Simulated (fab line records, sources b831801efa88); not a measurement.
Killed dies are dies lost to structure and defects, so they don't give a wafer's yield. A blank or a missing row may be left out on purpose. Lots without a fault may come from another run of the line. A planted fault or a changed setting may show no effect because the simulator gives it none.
A sampling plan put to the test | flow gf180mcu | one fab line, 6 faults that these records tell of, each judged on the records of the lots that it struck
The plan is the line's own looks: the steps of the route at which a gauge or an inspection reads the wafer and doesn't change it. A look can be judged if struck wafers have a number there and the file gives its usual mean and standard deviation on fault-free wafers. Caught: at a look after the fault's first step, the mean of the struck wafers lies 4 or more of those standard deviations (sigma) from the usual mean. On the tool: the same test on the tool's own readings at the fault's steps. Another recipe on the struck wafers, or a record that is blank for them alone, also counts as caught.

THE FAULTS, as the simulator had put them in
1. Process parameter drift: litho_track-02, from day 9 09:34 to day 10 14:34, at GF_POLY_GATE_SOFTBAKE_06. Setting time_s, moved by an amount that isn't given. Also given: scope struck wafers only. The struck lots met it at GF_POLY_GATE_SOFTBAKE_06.
2. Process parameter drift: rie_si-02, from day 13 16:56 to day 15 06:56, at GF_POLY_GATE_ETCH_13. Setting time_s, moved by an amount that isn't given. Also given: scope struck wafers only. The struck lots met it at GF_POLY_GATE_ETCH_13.
3. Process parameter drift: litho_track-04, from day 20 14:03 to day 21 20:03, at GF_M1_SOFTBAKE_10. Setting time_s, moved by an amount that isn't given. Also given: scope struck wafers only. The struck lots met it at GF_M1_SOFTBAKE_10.
4. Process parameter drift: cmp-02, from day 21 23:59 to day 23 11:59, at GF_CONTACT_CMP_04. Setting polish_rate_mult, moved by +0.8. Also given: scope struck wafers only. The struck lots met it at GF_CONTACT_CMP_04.
5. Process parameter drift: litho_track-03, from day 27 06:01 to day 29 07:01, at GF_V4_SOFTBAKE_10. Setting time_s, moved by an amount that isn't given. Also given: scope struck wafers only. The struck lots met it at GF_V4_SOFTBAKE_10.
6. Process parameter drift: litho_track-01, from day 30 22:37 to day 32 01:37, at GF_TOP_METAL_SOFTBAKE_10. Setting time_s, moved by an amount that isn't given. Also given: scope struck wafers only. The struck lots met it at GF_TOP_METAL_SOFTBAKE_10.

WHAT THE PLAN SAW
fault | on the tool itself                       | first look that catches it                   | reading, sigma | median hours from its first step to that look | hours from the fault's start to the first struck lot there | judged looks passed uncaught
1     | heater_power_total_W +99 or beyond sigma | not the one look that can be judged after it | -              | -                                             | -                                                          | 1
2     | run_length_s +8.1 sigma                  | not the one look that can be judged after it | -              | -                                             | -                                                          | 1
3     | run_length_s +99 or beyond sigma         | no look after it can be judged               | -              | -                                             | -                                                          | 0
4     | time_to_endpoint_s -7.0 sigma            | no look after it can be judged               | -              | -                                             | -                                                          | 0
5     | heater_power_total_W +99 or beyond sigma | no look after it can be judged               | -              | -                                             | -                                                          | 0
6     | heater_power_total_W +80 sigma           | no look after it can be judged               | -              | -                                             | -                                                          | 0
A dash: the fault isn't caught, or these records don't give the number.

Caught at a look: 0 of 6. Caught on the tool: 6 of 6. By one or the other: 6 of 6.
Caught on the tool alone: faults 1, 2, 3, 4, 5, 6.
